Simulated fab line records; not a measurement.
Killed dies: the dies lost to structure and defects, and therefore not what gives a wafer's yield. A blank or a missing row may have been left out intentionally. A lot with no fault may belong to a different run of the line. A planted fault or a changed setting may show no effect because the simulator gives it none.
Which of the tools did it? | flow gf180mcu | 13 lots, 39 wafers sampled, at 3 steps of a route of 602

## WHAT THE GAUGES SHOWED, per wafer
GF_V5_OVL_MEAS_15.
lot  | measured     | on         | V5_OVL (nm)
L210 | day 27 14:10 | overlay-02 | -8 -7 -3
L212 | day 29 04:22 | overlay-02 | 5 0 2
L214 | day 29 07:50 | overlay-02 | 2 -8 1
L215 | day 29 12:44 | overlay-02 | -10 -14 -8
L216 | day 30 01:23 | overlay-01 | 3 3 3
L218 | day 30 16:06 | overlay-02 | -6 -6 4
L217 | day 30 17:59 | overlay-02 | 0 0 -1
L220 | day 30 21:02 | overlay-02 | -14 -4 -5
L222 | day 31 11:40 | overlay-02 | 5 1 0
L223 | day 31 18:43 | overlay-01 | 5 4 -1
L226 | day 32 15:22 | overlay-02 | 7 3 1
L230 | day 33 12:03 | overlay-02 | -6 -2 -2
L231 | day 33 16:44 | overlay-02 | 7 0 2

## TOOL THAT RAN EACH LOT (tool first, then ch and the chambers of the sampled wafers, then the start)
lot  | GF_V4_CMP_04                  | GF_V4_CVD_23
L210 | cmp-01 ch 0,3, day 23 18:27   | cvd_w-02 ch 1, day 24 18:26
L212 | cmp-02 ch 0,2,3, day 25 11:08 | cvd_w-02 ch 0,1, day 26 10:43
L214 | cmp-02 ch 0,2,3, day 25 15:54 | cvd_w-01 ch 0,1, day 26 14:53
L215 | cmp-01 ch 0,1,2, day 25 21:07 | cvd_w-01 ch 0,1, day 26 20:46
L216 | cmp-01 ch 1,2,3, day 26 12:02 | cvd_w-02 ch 0,1, day 27 10:35
L218 | cmp-02 ch 1,2, day 27 05:47   | cvd_w-01 ch 0,1, day 28 03:58
L217 | cmp-02 ch 0,1,2, day 27 07:49 | cvd_w-02 ch 0,1, day 28 05:54
L220 | cmp-02 ch 0,1,3, day 27 10:34 | cvd_w-02 ch 0,1, day 28 08:34
L222 | cmp-01 ch 1,2,3, day 28 04:37 | cvd_w-01 ch 1, day 29 01:26
L223 | cmp-01 ch 0,1,3, day 28 09:55 | cvd_w-01 ch 0,1, day 29 07:27
L226 | cmp-02 ch 0,1,3, day 29 09:34 | cvd_w-01 ch 0,1, day 30 06:07
L230 | cmp-02 ch 0,2,3, day 30 08:53 | cvd_w-02 ch 0,1, day 31 04:55
L231 | cmp-02 ch 1,2,3, day 30 16:37 | cvd_w-02 ch 0,1, day 31 12:04
- GF_V4_CMP_04: polishes SiO2.
- GF_V4_CVD_23: deposits W, target thk 350 nm, time 104.9 s.

## AS READ BY THE TOOLS THEMSELVES (means over the sampled wafers that have a number; for cases with no such wafer, the mark the record gives instead)
GF_V4_CMP_04.
lot  | tool   | edge_zone_pressure_frac | motor_current_A (A) | slurry_filter_dp_kPa (kPa) | time_to_endpoint_s (s)
L210 | cmp-01 | 1.003                   | 11.9                | 13.56                      | 78
L212 | cmp-02 | 0.995                   | 11.3                | 13.60                      | 83
L214 | cmp-02 | 1.001                   | 11.4                | 13.49                      | 78
L215 | cmp-01 | 0.997                   | 11.6                | 13.47                      | 79
L216 | cmp-01 | 1.007                   | 11.9                | 13.48                      | 74
L218 | cmp-02 | 0.994                   | 11.4                | 13.48                      | 75
L217 | cmp-02 | 1.004                   | 12.0                | 13.48                      | 75
L220 | cmp-02 | 1.000                   | 12.8                | 13.38                      | 75
L222 | cmp-01 | 0.998                   | 12.2                | 13.45                      | 83
L223 | cmp-01 | 1.001                   | 12.5                | 13.63                      | 86
L226 | cmp-02 | 1.005                   | 12.6                | 13.49                      | 77
L230 | cmp-02 | 0.999                   | 11.5                | 13.59                      | 87
L231 | cmp-02 | 0.997                   | 11.7                | 13.57                      | 86

GF_V4_CVD_23.
lot  | tool     | heater_power_w (W)
L210 | cvd_w-02 | 807
L212 | cvd_w-02 | 787
L214 | cvd_w-01 | 799
L215 | cvd_w-01 | 793
L216 | cvd_w-02 | 786
L218 | cvd_w-01 | 795
L217 | cvd_w-02 | 801
L220 | cvd_w-02 | 788
L222 | cvd_w-01 | 804
L223 | cvd_w-01 | 802
L226 | cvd_w-01 | 792
L230 | cvd_w-02 | 795
L231 | cvd_w-02 | 801

## THE ANSWER, worked out from the rows above alone
Rule: usual is defined by the lots themselves. The widest of any qualifying gaps counts: lots, ordered by their means at a reading, are off when they make up no more than a third of the lots, leave a main group of 4 or more, and stand apart from it by 3 or more times the standard deviation of that group's means. A main group is skipped when, at the precision printed for the reading in the tables above, its means are all equal. A lot without any number at a reading at which 4 lots or more have one is off too. The other lots that the step has rows for count as sound. Order of review: gauges by route order, followed by the tools' own readings, for which a lot's mean as printed above is used. The first step at which some lot is off is used, and at that step the reading that is off furthest; a lot without a number counts as furthest.
Nothing can be told from this: no lot is off at any reading shown.

## WHAT WAS PUT IN BY THE SIMULATOR
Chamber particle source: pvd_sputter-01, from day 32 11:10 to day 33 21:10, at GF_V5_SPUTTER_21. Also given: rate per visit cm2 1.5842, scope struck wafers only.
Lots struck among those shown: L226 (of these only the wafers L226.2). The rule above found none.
